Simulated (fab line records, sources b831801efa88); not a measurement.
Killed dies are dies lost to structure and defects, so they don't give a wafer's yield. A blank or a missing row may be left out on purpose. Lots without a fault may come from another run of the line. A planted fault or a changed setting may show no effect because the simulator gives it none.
Which tool did it? | flow gf180mcu | 11 lots, 33 wafers sampled, at 4 steps of a route of 602

WHAT THE GAUGES READ, wafer by wafer
GF_MVSD_TW_MEAS_11. Usual: MVSD_TW 1584, standard deviation 12.
lot  | measured     | on            | MVSD_TW        | flag
L812 | day 5 03:41  | film_metro-01 | 1597 1602 1591 |
L813 | day 5 10:08  | film_metro-01 | 1587 1591 1588 |
L814 | day 5 19:31  | film_metro-03 | 1580 1581 1587 |
L817 | day 6 10:11  | film_metro-04 | 1573 1580 1565 |
L818 | day 6 20:36  | film_metro-04 | 1572 1577 1567 |
L819 | day 7 00:38  | film_metro-04 | 1555 1567 1553 |
L822 | day 7 15:41  | film_metro-03 | 1602 1587 1593 |
L827 | day 8 21:27  | film_metro-03 | 1531 1533 1526 | OFF
L828 | day 9 02:45  | film_metro-01 | 1538 1538 1538 | OFF
L831 | day 9 20:22  | film_metro-04 | 1589 1590 1587 |
L832 | day 10 00:52 | film_metro-01 | 1592 1584 1584 |

GF_VT_IMPLANT_RS_MEAS_46: measures by four-point-probe. Usual: MVSD_RS 456.5 ohm/sq, standard deviation 0.95.
lot  | measured     | on            | MVSD_RS (ohm/sq)  | flag
L812 | day 8 11:52  | film_metro-03 | 455.5 456.7 456.4 |
L813 | day 8 17:47  | film_metro-01 | 455.4 456.3 454.9 |
L814 | day 9 05:27  | film_metro-03 | 458.2 458.7 456.6 |
L817 | day 9 21:17  | film_metro-03 | 456.8 457.0 458.2 |
L818 | day 10 11:43 | film_metro-03 | 456.6 457.1 456.1 |
L819 | day 10 15:09 | film_metro-03 | 454.0 455.2 455.4 |
L822 | day 11 08:14 | film_metro-01 | 457.2 456.3 456.4 |
L827 | day 12 17:22 | film_metro-03 | 537.1 537.8 537.6 | OFF
L828 | day 13 00:58 | film_metro-01 | 536.3 535.0 536.9 | OFF
L831 | day 13 18:34 | film_metro-04 | 455.1 457.0 456.9 |
L832 | day 14 03:12 | film_metro-03 | 458.1 458.4 457.2 |

GF_DUAL_GATE_OVL_MEAS_11. Usual: DUAL_GATE_OVL -0.4 nm, standard deviation 1.3.
lot  | measured     | on         | DUAL_GATE_OVL (nm) | flag
L812 | day 9 06:40  | overlay-02 | -3.2 -1.6 -2.2     |
L813 | day 9 12:51  | overlay-01 | 1.4 -0.5 0.0       |
L814 | day 10 02:08 | overlay-02 | -0.1 -0.6 -1.4     |
L817 | day 10 17:04 | overlay-01 | 1.7 1.3 -0.6       |
L818 | day 11 08:43 | overlay-02 | -0.4 -2.0 -0.5     |
L819 | day 11 12:55 | overlay-01 | 2.0 0.8 0.5        |
L822 | day 12 04:49 | overlay-01 | -2.3 0.3 0.5       |
L827 | day 13 16:35 | overlay-01 | 1.6 2.0 2.7        |
L828 | day 13 23:41 | overlay-02 | 0.3 1.5 0.0        |
L831 | day 14 18:04 | overlay-02 | 1.2 2.4 0.2        |
L832 | day 15 02:59 | overlay-02 | -0.6 0.2 -1.5      |

WHICH TOOL RAN EACH LOT (tool, then ch and the chambers of the sampled wafers, then the start)
lot  | GF_MVSD_IMPLANT_09
L812 | implanter-04 ch 0, day 5 03:27
L813 | implanter-04 ch 0, day 5 09:54
L814 | implanter-01 ch 0, day 5 19:16
L817 | implanter-02 ch 0, day 6 09:58
L818 | implanter-02 ch 0, day 6 20:22
L819 | implanter-04 ch 0, day 7 00:24
L822 | implanter-01 ch 0, day 7 15:26
L827 | implanter-01 ch 0, day 8 21:13
L828 | implanter-01 ch 0, day 9 02:31
L831 | implanter-04 ch 0, day 9 20:07
L832 | implanter-04 ch 0, day 10 00:37
- GF_MVSD_IMPLANT_09

WHAT THE TOOLS THEMSELVES READ (means of the sampled wafers that have a number; where no wafer has one, the mark that the record gives instead)
GF_MVSD_IMPLANT_09. Usual: dose_ions_cm2 4.999e+12, standard deviation 4.8e+09; faraday_current_uA 28.1, standard deviation 0.51.
lot  | tool         | dose_ions_cm2 | faraday_current_uA | flag
L812 | implanter-04 | 5.004e+12     | 28.3               |
L813 | implanter-04 | 5.003e+12     | 28.1               |
L814 | implanter-01 | 4.994e+12     | 28.3               |
L817 | implanter-02 | 4.996e+12     | 28.6               |
L818 | implanter-02 | 4.999e+12     | 28.3               |
L819 | implanter-04 | 5.002e+12     | 27.8               |
L822 | implanter-01 | 4.998e+12     | 27.9               |
L827 | implanter-01 | 1.094e+12     | 6.1                | OFF
L828 | implanter-01 | 1.091e+12     | 6.1                | OFF
L831 | implanter-04 | 4.999e+12     | 28.1               |
L832 | implanter-04 | 5.001e+12     | 28.0               |

THE ANSWER, worked out from the rows above alone
Rule: a lot is off if the mean of its wafers that have a number lies more than 3 standard deviations from the usual mean. A lot without any number at a reading at which 4 lots or more have one is off too. The other lots that the step has rows for count as sound. The gauges are gone through in route order, then the tools' own readings, and for those a lot's mean is taken as printed above. The first step at which some lot is off is used, and at that step the reading that is off furthest; a lot without a number counts as furthest.
Off: L827, L828, at GF_MVSD_TW_MEAS_11 (MVSD_TW).
A tool fits if, at a process step before that reading, it ran every lot that is off, and no sound lot after the first of them. The gauges at GF_MVSD_TW_MEAS_11 aren't tried: what is off there is off at GF_MVSD_IMPLANT_09 too, on other tools, and a gauge's error can't cause that. One fits: implanter-01 at GF_MVSD_IMPLANT_09. Its last sound lot is L822 (day 7 15:26), its first lot that is off L827 (day 8 21:13): a fault that began between those two fits.
The tool's own readings at GF_MVSD_IMPLANT_09 bear it out: on the lots that are off they differ by more than 5 times the standard deviation of the sound lots' means. dose_ions_cm2 reads 1.092e+12 there against 5.000e+12 on the sound lots; faraday_current_uA reads 6.1 there against 28.2 on the sound lots.

WHAT THE SIMULATOR HAD PUT IN
Process parameter drift: implanter-01, from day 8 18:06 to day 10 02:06, at GF_MVSD_IMPLANT_09. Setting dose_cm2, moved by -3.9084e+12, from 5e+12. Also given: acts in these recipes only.
Lots struck among those shown: L827, L828. The rule above found the same.
